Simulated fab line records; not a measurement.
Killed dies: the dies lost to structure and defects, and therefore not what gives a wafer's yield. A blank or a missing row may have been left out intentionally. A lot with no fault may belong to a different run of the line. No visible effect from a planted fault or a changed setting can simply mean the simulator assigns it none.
The same fault as seen by 2 desks || flow gf180mcu || each desk holds nothing but its own numbers, with what lay behind them at the end

## THE TOOL OWNER'S DESK: furnace-02
The tool's own readings at GF_DUAL_GATE_OXIDATION_02 (stabilise 600 s, purge 300 s, target thk 10.887 nm): means of the sampled wafers that have a number, for each lot that ran on this tool. If a lot's mean is further than 4 standard deviations from the usual mean, the lot is out of limits and carries the mark OUT (the distance appears in the brackets). It has 9 readings, of which 7 appear: the earliest out of limits, and the ones furthest out on some lot.
Columns: A = spikeTcBottomC at GF_DUAL_GATE_OXIDATION_02, usual 913.7 C; B = spikeTcCentreC at GF_DUAL_GATE_OXIDATION_02, usual 900.5 C; C = spikeTcLowerC at GF_DUAL_GATE_OXIDATION_02, usual 901.0 C; D = spikeTcTopC at GF_DUAL_GATE_OXIDATION_02, usual 913.0 C; E = spikeTcUpperC at GF_DUAL_GATE_OXIDATION_02, usual 900.4 C; F = tubeCenterTempC at GF_DUAL_GATE_OXIDATION_02, usual 899.99 C; G = tube_center_temp_C_max at GF_DUAL_GATE_OXIDATION_02, usual 902.3
{"lot": "L610", "first seen here": "day 8 23:44", "A": 915.1, "B": 900.8, "C": 901.3, "D": 909.6, "E": 900.0, "F": 899.94, "G": 902.0}
{"lot": "L611", "first seen here": "day 9 07:47", "A": 914.5, "B": 900.9, "C": 901.2, "D": 910.0, "E": 899.6, "F": 900.00, "G": 902.2}
{"lot": "L612", "first seen here": "day 9 15:04", "A": 913.7, "B": 900.2, "C": 902.0, "D": 910.6, "E": 900.2, "F": 899.93, "G": 902.4}
{"lot": "L617", "first seen here": "day 11 02:49", "A": 914.3, "B": 900.6, "C": 901.1, "D": 910.8, "E": 898.5, "F": 900.02, "G": 902.2}
{"lot": "L623", "first seen here": "day 12 19:29", "A": "898.7 (-12) OUT", "B": "884.3 (-18) OUT", "C": "886.8 (-13) OUT", "D": "894.2 (-7.5) OUT", "E": "883.5 (-15) OUT", "F": "883.86 (-99 or more) OUT", "G": "886.3 (-46) OUT"}
{"lot": "L624", "first seen here": "day 12 23:53", "A": "898.3 (-12) OUT", "B": "884.3 (-18) OUT", "C": "886.4 (-13) OUT", "D": "894.6 (-7.4) OUT", "E": "883.3 (-16) OUT", "F": "883.93 (-99 or more) OUT", "G": "886.1 (-46) OUT"}
{"lot": "L625", "first seen here": "day 13 12:49", "A": "898.2 (-12) OUT", "B": "884.3 (-18) OUT", "C": "885.4 (-14) OUT", "D": "895.0 (-7.2) OUT", "E": "884.0 (-15) OUT", "F": "883.82 (-99 or more) OUT", "G": "886.7 (-45) OUT"}
This desk finds L623, L624, L625 out of limits, L623 being first, at day 12 19:29 (spikeTcBottomC at GF_DUAL_GATE_OXIDATION_02). Within limits: L610, L611, L612, L617.

## THE METROLOGY DESK
What the gauges read, lot by lot, whatever tool the lot ran on: means of the sampled wafers that have a number. If a lot's mean is further than 4 standard deviations from the usual mean, the lot is out of limits and carries the mark OUT (the distance appears in the brackets).
Columns: A = DUAL_GATE_OXIDATION_00_THK at GF_DUAL_GATE_THK_MEAS_03, usual 10.89 nm; B = M3_ALCU_THK at GF_M3_THK_MEAS_06, usual 450 nm; C = V3_CVD_02_THK at GF_V3_THK_MEAS_03, usual 852 nm
{"lot": "L608", "first seen here": "day 8 09:53", "A": 10.94, "B": 447, "C": 854}
{"lot": "L610", "first seen here": "day 9 01:10", "A": 11.06, "B": 449, "C": 851}
{"lot": "L611", "first seen here": "day 9 09:14", "A": 10.94, "B": 450, "C": 862}
{"lot": "L612", "first seen here": "day 9 16:31", "A": 11.05, "B": 449, "C": 866}
{"lot": "L617", "first seen here": "day 11 04:15", "A": 10.78, "B": 448, "C": 855}
{"lot": "L618", "first seen here": "day 11 12:33", "A": 10.86, "B": 449, "C": 856}
{"lot": "L623", "first seen here": "day 12 20:56", "A": "8.69 (-13) OUT", "B": 443, "C": 851}
{"lot": "L624", "first seen here": "day 13 01:21", "A": "8.90 (-12) OUT", "B": 445, "C": 863}
{"lot": "L625", "first seen here": "day 13 14:15", "A": "9.14 (-10) OUT", "B": 456, "C": 845}
{"lot": "L626", "first seen here": "day 13 16:09", "A": 10.99, "B": 450, "C": 868}
{"lot": "L627", "first seen here": "day 13 20:34", "A": 11.06, "B": 456, "C": 849}
{"lot": "L630", "first seen here": "day 14 18:38", "A": 10.91, "B": 443, "C": 866}
Per this desk, out of limits: L623, L624, L625; the first was L623, day 12 20:56 (DUAL_GATE_OXIDATION_00_THK at GF_DUAL_GATE_THK_MEAS_03). Within limits: L608, L610, L611, L612, L617, L618, L626, L627, L630.

## PUT TOGETHER
The tool owner's desk had the chance to raise an alarm at day 12 19:29 on L623, L624, L625.
The metrology desk could have raised an alarm at day 12 20:56, on L623, L624, L625.
Every lot named ran GF_DUAL_GATE_OXIDATION_02 on furnace-02.

## WHAT THE SIMULATOR PUT IN
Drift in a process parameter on furnace-02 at GF_DUAL_GATE_OXIDATION_02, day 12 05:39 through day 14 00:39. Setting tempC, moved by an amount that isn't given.
Shown lots that were struck: L623, L624, L625.
Fault start to first reading out of limits, in hours, per desk: tool owner, 14; metrology, 15.
